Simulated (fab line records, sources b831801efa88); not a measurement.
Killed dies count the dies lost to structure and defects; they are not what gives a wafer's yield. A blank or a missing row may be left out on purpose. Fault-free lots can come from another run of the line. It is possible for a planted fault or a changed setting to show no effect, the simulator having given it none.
fab line records + flow gf180mcu
record
- lots=15
- wafers=45
- lastDay=35
route steps=602 shown HV_LDD@204 CONTACT@303 V1@340
lots untouched by any fault: they come from a run of this same line in which no faults occurred
startH: hours from the record's first day to the start of the lot's first wafer shown + waitH: hours elapsed since this lot's preceding step + " repeats the value in the row above + L1.1+2: a single row standing in for several wafers + - either no value or no given start + * or withheld: withheld + < > ~ a bound
route shown NAME@n: names a module that has steps shown in the file, with the first one's number in the route + usual: average and standard deviation across the fault-free wafers + same: alike in all rows + chamber/n: place in a boat + sites: the reading at each site + _std_site: how widely they spread, as a standard deviation + _edge_site: mean of outer sites minus mean of inner sites + radiusMm: for every site, how far away it sits from the centre of the wafer + mask NAME#n: copy n + behind: the most recent tool/chamber to have shaped the wafer + hold: the reason the lot was held/the length of the hold in hours/how it ended + device: transistor that didn't switch, given as n, p or np + end of line: at the end of the route, the tests of the same wafers + a step given without rows: its recipe and nothing more + killed: not the wafer's yield, but the dies lost to structure and defects at the first sort + map: dies across one wafer; x = killed, . = not, _ = none there
set.NAME: the setting as run; set.NAME@STEP: as run at that earlier step + model.NAME: the simulator's own value behind a step, which no gauge read
the route's steps for a sample of lots (tables are steps, rows are wafers)
services: when a tool's chamber went out of use (startH, in hours from the record's first day, below 0 if earlier), for how many hours, and the reason
## steps
# step GF_HV_LDD_EXPOSE_28
# recipe
- maskId=Nplus_HV_AREA
- targetCdNm=400
- na=0.6
- sourceShape=conventional
- sigmaOuter=0.6
- doseMj=140
# usual
- exposureDoseMJCm2=139.95/0.14
- focusOffsetNm=0.0/0.52
- sigmaOuter=0.6/0
- stageVelMmS=499.91/0.25
| lot.wafer | tool            | chamber | startH | waitH | mask            | exposureDoseMJCm2 | focusOffsetNm | sigmaOuter | stageVelMmS |
|-----------|-----------------|---------|--------|-------|-----------------|-------------------|---------------|------------|-------------|
| L775.2    | ilineStepper-02 | 0       | 255.73 | -     | Nplus_HV_AREA#0 | 139.87            | -0.6          | 0.6        | 499.99      |
| L775.4    | "               | 0       | "      | "     | Nplus_HV_AREA#0 | 139.94            | -0.6          | 0.6        | 499.54      |
| L775.5    | "               | 0       | "      | "     | Nplus_HV_AREA#0 | 139.83            | -0.7          | 0.6        | 500.04      |
| L776.1    | ilineStepper-01 | 0       | 262.46 | -     | Nplus_HV_AREA#0 | 139.77            | 0.2           | 0.6        | 500.35      |
| L776.3    | "               | 0       | "      | "     | Nplus_HV_AREA#0 | 139.83            | 0.5           | 0.6        | 499.50      |
| L776.4    | "               | 0       | "      | "     | Nplus_HV_AREA#0 | 140.03            | 0.8           | 0.6        | 500.21      |
| L778.1    | ilineStepper-02 | 0       | 285.47 | -     | Nplus_HV_AREA#0 | 139.99            | -0.3          | 0.6        | 499.81      |
| L778.2    | "               | 0       | "      | "     | Nplus_HV_AREA#0 | 139.92            | -0.6          | 0.6        | 499.93      |
| L778.5    | "               | 0       | "      | "     | Nplus_HV_AREA#0 | 140.04            | -0.6          | 0.6        | 499.72      |
| L779.1    | ilineStepper-02 | 0       | 294.25 | -     | Nplus_HV_AREA#0 | 140.00            | -0.7          | 0.6        | 499.81      |
| L779.2    | "               | 0       | "      | "     | Nplus_HV_AREA#0 | 140.16            | -0.7          | 0.6        | 499.72      |
| L779.6    | "               | 0       | "      | "     | Nplus_HV_AREA#0 | 139.88            | -0.7          | 0.6        | 499.65      |
| L782.1    | ilineStepper-02 | 0       | 310.98 | -     | Nplus_HV_AREA#0 | 140.23            | 0.4           | 0.6        | 499.82      |
| L782.4    | "               | 0       | "      | "     | Nplus_HV_AREA#0 | 140.21            | 0.0           | 0.6        | 500.05      |
| L782.5    | "               | 0       | "      | "     | Nplus_HV_AREA#0 | 139.98            | 0.1           | 0.6        | 500.08      |
| L781.2    | ilineStepper-02 | -       | 311.40 | -     | Nplus_HV_AREA#0 | -                 | -             | -          | -           |
| L781.3    | "               | -       | "      | "     | Nplus_HV_AREA#0 | -                 | -             | -          | -           |
| L781.4    | "               | -       | "      | "     | Nplus_HV_AREA#0 | -                 | -             | -          | -           |
| L783.3    | ilineStepper-02 | -       | 322.69 | -     | Nplus_HV_AREA#0 | -                 | -             | -          | -           |
| L783.4    | "               | -       | "      | "     | Nplus_HV_AREA#0 | -                 | -             | -          | -           |
| L783.6    | "               | -       | "      | "     | Nplus_HV_AREA#0 | -                 | -             | -          | -           |
| L784.2    | ilineStepper-02 | -       | 335.97 | -     | Nplus_HV_AREA#0 | -                 | -             | -          | -           |
| L784.3    | "               | -       | "      | "     | Nplus_HV_AREA#0 | -                 | -             | -          | -           |
| L784.5    | "               | -       | "      | "     | Nplus_HV_AREA#0 | -                 | -             | -          | -           |
| L789.1    | ilineStepper-02 | 0       | 369.67 | -     | Nplus_HV_AREA#0 | 140.12            | 0.1           | 0.6        | 499.89      |
| L789.4    | "               | 0       | "      | "     | Nplus_HV_AREA#0 | 140.08            | -0.3          | 0.6        | 500.02      |
| L789.6    | "               | 0       | "      | "     | Nplus_HV_AREA#0 | 139.76            | 0.0           | 0.6        | 500.24      |
| L792.2    | ilineStepper-02 | 0       | 394.97 | -     | Nplus_HV_AREA#0 | 139.96            | 0.2           | 0.6        | 500.02      |
| L792.3    | "               | 0       | "      | "     | Nplus_HV_AREA#0 | 140.05            | -0.2          | 0.6        | 499.80      |
| L792.6    | "               | 0       | "      | "     | Nplus_HV_AREA#0 | 139.90            | 0.6           | 0.6        | 499.68      |
| L793.1    | ilineStepper-02 | 0       | 403.78 | -     | Nplus_HV_AREA#0 | 140.10            | 0.0           | 0.6        | 499.65      |
| L793.4    | "               | 0       | "      | "     | Nplus_HV_AREA#0 | 139.96            | -0.5          | 0.6        | 499.87      |
| L793.5    | "               | 0       | "      | "     | Nplus_HV_AREA#0 | 140.11            | -1.4          | 0.6        | 500.07      |
| L794.3    | ilineStepper-01 | 0       | 410.61 | -     | Nplus_HV_AREA#0 | 139.91            | 0.6           | 0.6        | 499.96      |
| L794.4    | "               | 0       | "      | "     | Nplus_HV_AREA#0 | 139.78            | 0.6           | 0.6        | 499.88      |
| L794.6    | "               | 0       | "      | "     | Nplus_HV_AREA#0 | 139.83            | 0.3           | 0.6        | 500.38      |
| L795.2    | ilineStepper-02 | 0       | 418.97 | -     | Nplus_HV_AREA#0 | 139.99            | 0.3           | 0.6        | 500.32      |
| L795.3    | "               | 0       | "      | "     | Nplus_HV_AREA#0 | 139.89            | -0.1          | 0.6        | 499.85      |
| L795.6    | "               | 0       | "      | "     | Nplus_HV_AREA#0 | 139.82            | -0.4          | 0.6        | 499.78      |
| L796.1    | ilineStepper-02 | 0       | 426.43 | -     | Nplus_HV_AREA#0 | 139.80            | 0.2           | 0.6        | 499.80      |
| L796.2    | "               | 0       | "      | "     | Nplus_HV_AREA#0 | 140.05            | 0.6           | 0.6        | 499.69      |
| L796.3    | "               | 0       | "      | "     | Nplus_HV_AREA#0 | 139.77            | 0.2           | 0.6        | 499.95      |
| L797.2    | ilineStepper-02 | 0       | 437.72 | -     | Nplus_HV_AREA#0 | 140.04            | 0.1           | 0.6        | 499.64      |
| L797.4    | "               | 0       | "      | "     | Nplus_HV_AREA#0 | 139.91            | 0.7           | 0.6        | 499.92      |
| L797.5    | "               | 0       | "      | "     | Nplus_HV_AREA#0 | 139.70            | 0.5           | 0.6        | 499.88      |
# step GF_CONTACT_ETCH_16
# recipe
- chemistry=N2/H2
- targetDepthA=withheld
- overetchA=withheld
- timeS=withheld
- target=BARC
- ionEnergyEv=200
- sourceW=500
- biasW=100
- pressureMtorr=30
- n2FlowSccm=100
- h2FlowSccm=200
# usual
- drypumpMotorCurrentA=5.7/0.48
- oesProductAu=0.854/0.0045
- throttleValvePct=13.225/0.0086
| lot.wafer | tool       | chamber | startH | waitH | drypumpMotorCurrentA | oesProductAu | throttleValvePct |
|-----------|------------|---------|--------|-------|----------------------|--------------|------------------|
| L775.2    | rieDiel-01 | 0       | 378.91 | 0.0   | 5.5                  | 0.856        | 13.234           |
| L775.4    | "          | 1       | "      | "     | 5.9                  | 0.857        | 13.232           |
| L775.5    | "          | 0       | "      | "     | 5.6                  | 0.846        | 13.229           |
| L776.1    | rieDiel-01 | 1       | 384.15 | 0.0   | 5.9                  | 0.854        | 13.218           |
| L776.3    | "          | 3       | "      | "     | 5.9                  | 0.853        | 13.237           |
| L776.4    | "          | 0       | "      | "     | 5.5                  | 0.856        | 13.225           |
| L778.1    | rieDiel-04 | 3       | 414.06 | 0.0   | 5.6                  | 0.860        | 13.221           |
| L778.2    | "          | 0       | "      | "     | 4.8                  | 0.854        | 13.225           |
| L778.5    | "          | 1       | "      | "     | 6.4                  | 0.849        | 13.219           |
| L779.1    | rieDiel-02 | 3       | 425.39 | 0.0   | 5.3                  | 0.852        | 13.220           |
| L779.2    | "          | 0       | "      | "     | 6.2                  | 0.856        | 13.239           |
| L779.6    | "          | 3       | "      | "     | 5.3                  | 0.851        | 13.208           |
| L782.1    | rieDiel-02 | 2       | 446.45 | 0.0   | 5.5                  | 0.847        | 13.228           |
| L782.4    | "          | 1       | "      | "     | 4.9                  | 0.852        | 13.223           |
| L782.5    | "          | 3       | "      | "     | 5.3                  | 0.854        | 13.219           |
| L789.1    | rieDiel-01 | 2       | 508.51 | 0.0   | 5.7                  | 0.855        | 13.239           |
| L789.4    | "          | 1       | "      | "     | 5.9                  | 0.860        | 13.216           |
| L789.6    | "          | 0       | "      | "     | 5.6                  | 0.854        | 13.223           |
| L792.2    | rieDiel-01 | 0       | 533.85 | 0.0   | 5.6                  | 0.849        | 13.218           |
| L792.3    | "          | 3       | "      | "     | 5.9                  | 0.855        | 13.231           |
| L792.6    | "          | 1       | "      | "     | 5.9                  | 0.859        | 13.211           |
| L793.1    | rieDiel-01 | 0       | 541.16 | 0.0   | 5.5                  | 0.852        | 13.231           |
| L793.4    | "          | 2       | "      | "     | 5.7                  | 0.853        | 13.228           |
| L793.5    | "          | 3       | "      | "     | 5.9                  | 0.850        | 13.233           |
| L794.3    | rieDiel-01 | 2       | 549.03 | 0.0   | 5.7                  | 0.858        | 13.239           |
| L794.4    | "          | 1       | "      | "     | 5.9                  | 0.859        | 13.225           |
| L794.6    | "          | 3       | "      | "     | 5.9                  | 0.853        | 13.212           |
| L795.2    | rieDiel-02 | 1       | 555.40 | 0.0   | 4.9                  | 0.858        | 13.226           |
| L795.3    | "          | 2       | "      | "     | 5.5                  | 0.853        | 13.222           |
| L795.6    | "          | 1       | "      | "     | 4.9                  | 0.856        | 13.231           |
| L796.1    | rieDiel-04 | 1       | 577.65 | 0.0   | 6.4                  | 0.854        | 13.233           |
| L796.2    | "          | 2       | "      | "     | 6.2                  | 0.847        | 13.212           |
| L796.3    | "          | 3       | "      | "     | 5.6                  | 0.852        | 13.210           |
| L797.2    | rieDiel-04 | 1       | 578.35 | 0.0   | 6.4                  | 0.858        | 13.223           |
| L797.4    | "          | 0       | "      | "     | 4.8                  | 0.854        | 13.223           |
| L797.5    | "          | 2       | "      | "     | 6.2                  | 0.853        | 13.233           |
# step GF_V1_BOW_MEAS_05
# recipe
- mode=bow
# usual
- V1_BOW=83/8.1
| lot.wafer | tool         | chamber | startH | waitH | V1_BOW[um] |
|-----------|--------------|---------|--------|-------|------------|
| L775.2    | filmMetro-03 | -       | 404.78 | 0.2   | 94         |
| L775.4    | "            | -       | "      | "     | 95         |
| L775.5    | "            | -       | "      | "     | 81         |
| L776.1    | filmMetro-04 | -       | 409.85 | 0.1   | 84         |
| L776.3    | "            | -       | "      | "     | 68         |
| L776.4    | "            | -       | "      | "     | 83         |
| L778.1    | filmMetro-03 | -       | 440.06 | 0.1   | 82         |
| L778.2    | "            | -       | "      | "     | 83         |
| L778.5    | "            | -       | "      | "     | 93         |
| L779.1    | filmMetro-04 | -       | 452.22 | 0.1   | 81         |
| L779.2    | "            | -       | "      | "     | 74         |
| L779.6    | "            | -       | "      | "     | 77         |
| L782.1    | filmMetro-04 | -       | 473.64 | 0.2   | 88         |
| L782.4    | "            | -       | "      | "     | 84         |
| L782.5    | "            | -       | "      | "     | 76         |
| L789.1    | filmMetro-03 | -       | 534.83 | 0.1   | 93         |
| L789.4    | "            | -       | "      | "     | 97         |
| L789.6    | "            | -       | "      | "     | 100        |
| L792.2    | filmMetro-04 | -       | 558.57 | 0.2   | 75         |
| L792.3    | "            | -       | "      | "     | 75         |
| L792.6    | "            | -       | "      | "     | 72         |
| L793.1    | filmMetro-02 | -       | 564.69 | 0.2   | 81         |
| L793.4    | "            | -       | "      | "     | 85         |
| L793.5    | "            | -       | "      | "     | 83         |
| L794.3    | filmMetro-02 | -       | 577.26 | 0.2   | 82         |
| L794.4    | "            | -       | "      | "     | 82         |
| L794.6    | "            | -       | "      | "     | 77         |
| L795.2    | filmMetro-02 | -       | 582.34 | 0.1   | 95         |
| L795.3    | "            | -       | "      | "     | 84         |
| L795.6    | "            | -       | "      | "     | 85         |
| L796.1    | filmMetro-04 | -       | 601.75 | 0.1   | 93         |
| L796.2    | "            | -       | "      | "     | 77         |
| L796.3    | "            | -       | "      | "     | 82         |
| L797.2    | filmMetro-02 | -       | 603.37 | 0.3   | 74         |
| L797.4    | "            | -       | "      | "     | 77         |
| L797.5    | "            | -       | "      | "     | 76         |
# step GF_V1_RS_MEAS_24
# recipe
- thkMeasGauge=four-point-probe
- reads=W_of_V1_CVD_23+TiN_of_V1_SPUTTER_22+Ti_of_V1_SPUTTER_21
# usual
- V1_W_RS=0.324/0.0036
| lot.wafer | tool         | chamber | startH | waitH | V1_W_RS[ohm/sq] |
|-----------|--------------|---------|--------|-------|-----------------|
| L775.2    | filmMetro-03 | -       | 429.78 | 0.1   | 0.327           |
| L775.4    | "            | -       | "      | "     | 0.325           |
| L775.5    | "            | -       | "      | "     | 0.328           |
| L776.1    | filmMetro-02 | -       | 435.15 | 0.1   | 0.320           |
| L776.3    | "            | -       | "      | "     | 0.323           |
| L776.4    | "            | -       | "      | "     | 0.323           |
| L778.1    | filmMetro-03 | -       | 466.11 | 0.1   | 0.317           |
| L778.2    | "            | -       | "      | "     | 0.322           |
| L778.5    | "            | -       | "      | "     | 0.324           |
| L779.1    | filmMetro-02 | -       | 477.99 | 0.1   | 0.329           |
| L779.2    | "            | -       | "      | "     | 0.325           |
| L779.6    | "            | -       | "      | "     | 0.321           |
| L782.1    | filmMetro-03 | -       | 499.70 | 0.1   | 0.323           |
| L782.4    | "            | -       | "      | "     | 0.330           |
| L782.5    | "            | -       | "      | "     | 0.330           |
| L789.1    | filmMetro-03 | -       | 558.41 | 0.1   | 0.323           |
| L789.4    | "            | -       | "      | "     | 0.328           |
| L789.6    | "            | -       | "      | "     | 0.321           |
| L792.2    | filmMetro-02 | -       | 582.08 | 0.1   | 0.322           |
| L792.3    | "            | -       | "      | "     | 0.328           |
| L792.6    | "            | -       | "      | "     | 0.321           |
| L793.1    | filmMetro-02 | -       | 587.41 | 0.1   | 0.320           |
| L793.4    | "            | -       | "      | "     | 0.321           |
| L793.5    | "            | -       | "      | "     | 0.319           |
| L794.3    | filmMetro-04 | -       | 599.29 | 0.1   | 0.332           |
| L794.4    | "            | -       | "      | "     | 0.325           |
| L794.6    | "            | -       | "      | "     | 0.332           |
| L795.2    | filmMetro-02 | -       | 604.71 | 0.1   | 0.326           |
| L795.3    | "            | -       | "      | "     | 0.326           |
| L795.6    | "            | -       | "      | "     | 0.327           |
| L796.1    | filmMetro-04 | -       | 623.94 | 0.1   | 0.322           |
| L796.2    | "            | -       | "      | "     | 0.319           |
| L796.3    | "            | -       | "      | "     | 0.323           |
| L797.2    | filmMetro-03 | -       | 625.56 | 0.1   | 0.323           |
| L797.4    | "            | -       | "      | "     | 0.326           |
| L797.5    | "            | -       | "      | "     | 0.320           |
## services
| tool            | chamber | startH | hours | kind   |
|-----------------|---------|--------|-------|--------|
| ilineStepper-01 | -       | 260.43 | 1.2   | repair |
| rieDiel-02      | 0       | 262.03 | 4.7   | repair |
| rieDiel-04      | 0       | 265.49 | 32.0  | repair |
| rieDiel-01      | 0       | 271.66 | 8.5   | repair |
| ilineStepper-02 | -       | 273.78 | 2.2   | repair |
| rieDiel-04      | 1       | 282.27 | 2.9   | repair |
| rieDiel-04      | -       | 295.16 | 0.6   | repair |
| rieDiel-01      | -       | 298.78 | 0.4   | repair |
| rieDiel-01      | -       | 301.94 | 2.8   | pm     |
| ilineStepper-02 | -       | 313.02 | 0.6   | repair |
| rieDiel-01      | 0       | 319.60 | 15.4  | repair |
| ilineStepper-01 | -       | 320.00 | 7.2   | repair |
| rieDiel-02      | -       | 375.89 | 14.6  | pm     |
| rieDiel-04      | -       | 376.21 | 14.6  | pm     |
| ilineStepper-01 | -       | 377.32 | 4.4   | pm     |
| rieDiel-01      | 2       | 378.57 | 10.3  | repair |
| rieDiel-04      | 0       | 391.95 | 15.9  | repair |
| ilineStepper-02 | -       | 438.55 | 1.7   | pm     |
| ilineStepper-02 | -       | 458.05 | 2.1   | pm     |
| rieDiel-02      | 2       | 461.32 | 8.2   | repair |
| rieDiel-02      | 1       | 478.08 | 2.7   | repair |
| rieDiel-02      | 3       | 489.69 | 3.7   | repair |
| rieDiel-01      | 2       | 536.32 | 2.6   | repair |
| rieDiel-01      | 0       | 546.71 | 5.3   | repair |
## key
firstSign
- step=GF_HV_LDD_EXPOSE_28
- reading=toolRecord
- direction=missing
effect none on later readings
metAt GF_HV_LDD_EXPOSE_28
struckLots L781,L783,L784
laterRowsLeftOut L781.2,L781.3,L781.4,L783.3,L783.4,L783.6,L784.2,L784.3,L784.5
sortLeftOut L781.2,L781.3,L781.4,L783.3,L783.4,L783.6,L784.2,L784.3,L784.5
testerLeftOut L781,L783,L784
notActingAt GF_CONTACT_ETCH_16,GF_V1_BOW_MEAS_05,GF_V1_RS_MEAS_24
onsetBetween 310.98 311.40
fault
- kind=skippedStepWhole
- tool=ilineStepper-02
- chamber=-
- onsetH=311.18
- steps=GF_HV_LDD_EXPOSE_28
- scope=struckLotsOnly
# testerLeftOut: of these lots the tester's yield and bins aren't shown, on N5 and GAA mostly nor the transistor test; their killed dies are dies lost to structure and defects alone, not to doping, threshold or leakage, so they don't give the yield
# sortLeftOut: the simulated sort isn't trusted on such a fault, so these wafers' sort isn't shown, and their yield isn't known
# laterRowsLeftOut: the simulator's readings of these wafers behind a module that went badly wrong aren't trusted and aren't shown, but for the sort
